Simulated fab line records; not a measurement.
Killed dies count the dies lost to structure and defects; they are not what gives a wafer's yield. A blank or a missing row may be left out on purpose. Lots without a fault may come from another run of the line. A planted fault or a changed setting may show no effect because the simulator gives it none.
Struck lot and sound lot, side by side	flow gf180mcu	14 out of 602 route steps
Sound: the wafers L924.1, L924.2, L924.5. The struck wafers were L915.2, L915.3, L915.4. The cause is given at the end.
For every step that has rows: the tool of each side, followed by ch and its chambers, followed by its first start. Under that, the readings that differ: sound wafers	struck wafers	difference of the means	sigmas: that difference in standard deviations of wafers without a fault.
alike: words and numbers the same on both sides, and readings whose means are apart by under 2 such deviations; not compared: readings that were withheld, readings missing a value for some wafer, numbers with overlapping values and no deviation given by the record, and bounds like >300 which may hide the same value.
A row with sigmas, a row that says differs or no value, or rows on one side alone: a step with any of these is where the two part. Numbers that don't overlap but have no deviation are shown without sigmas and don't part them. A reading that every wafer of one side lacks parts them only if that side has two wafers or more.

GF_V2_CMP_26: polishes, stops on SiO2, t overpolish 15 s, target thk 0 nm.
  sound on cmp-01 ch 0,1,2, day 27 20:16; struck on cmp-02 ch 0,2,3, day 24 17:19
  alike: motor current A, overpolish run s, time to endpoint s
GF_M3_SPUTTER_00: material Ti, target thk 37.5 nm, time 150 s.
  struck on pvd sputter-01, day 24 17:37; sound on pvd sputter-03, day 27 20:34
  alike: throttle valve pct
GF_M3_SPUTTER_01: material TiN, target thk 30 nm, time 25 s.
  struck on pvd sputter-01, day 24 17:43; sound on pvd sputter-03, day 27 20:40
  alike: throttle valve pct
then, 1 step without rows for these wafers: GF_M3_SPUTTER_02 (material AlCu, target thk 450 nm, time 23.9 s).
GF_M3_SPUTTER_03: material Ti, target thk 10 nm, time 6.7 s.
  struck on pvd sputter-01, day 24 17:47; sound on pvd sputter-03, day 27 20:44
  alike: throttle valve pct
GF_M3_SPUTTER_04: material TiN, target thk 50 nm, time 41.7 s.
  struck on pvd sputter-01, day 24 17:48; sound on pvd sputter-03, day 27 20:46
  alike: throttle valve pct
GF_M3_RS_MEAS_05: measures by four-point-probe.
  struck on film metro-03, day 24 17:52; sound on film metro-04, day 27 20:48
  alike: M3_ALCU_RS
GF_M3_THK_MEAS_06: measures by xrf.
  struck on film metro-03, day 24 17:58; sound on film metro-04, day 27 20:55
  alike: M3_ALCU_THK
then, 4 steps without rows for these wafers: GF_M3_DEHYDRATE_07 (time 60 s); GF_M3_HMDS_08 (prime time 60 s); GF_M3_COAT_09 (resist thk 1000 nm); GF_M3_SOFTBAKE_10 (time 60 s).
GF_M3_EXPOSE_11: exposes mask Metal3, target cd 280 nm.
  struck on krf scanner-02, day 25 04:38; sound on krf scanner-02 ch 0, day 28 06:52
  no value came back on the struck wafers for exposure dose mJ cm2, focus offset nm (nm), sigma outer; on the sound wafers exposure dose mJ cm2 reads 28.083 28.073 28.042
  alike: mask
then, 1 step without rows for these wafers: GF_M3_PEB_12 (peb time 90 s).

WHERE THEY PART
At GF_M3_EXPOSE_11 and nowhere else, as far as this record goes.

WHY: whatever the simulator had introduced
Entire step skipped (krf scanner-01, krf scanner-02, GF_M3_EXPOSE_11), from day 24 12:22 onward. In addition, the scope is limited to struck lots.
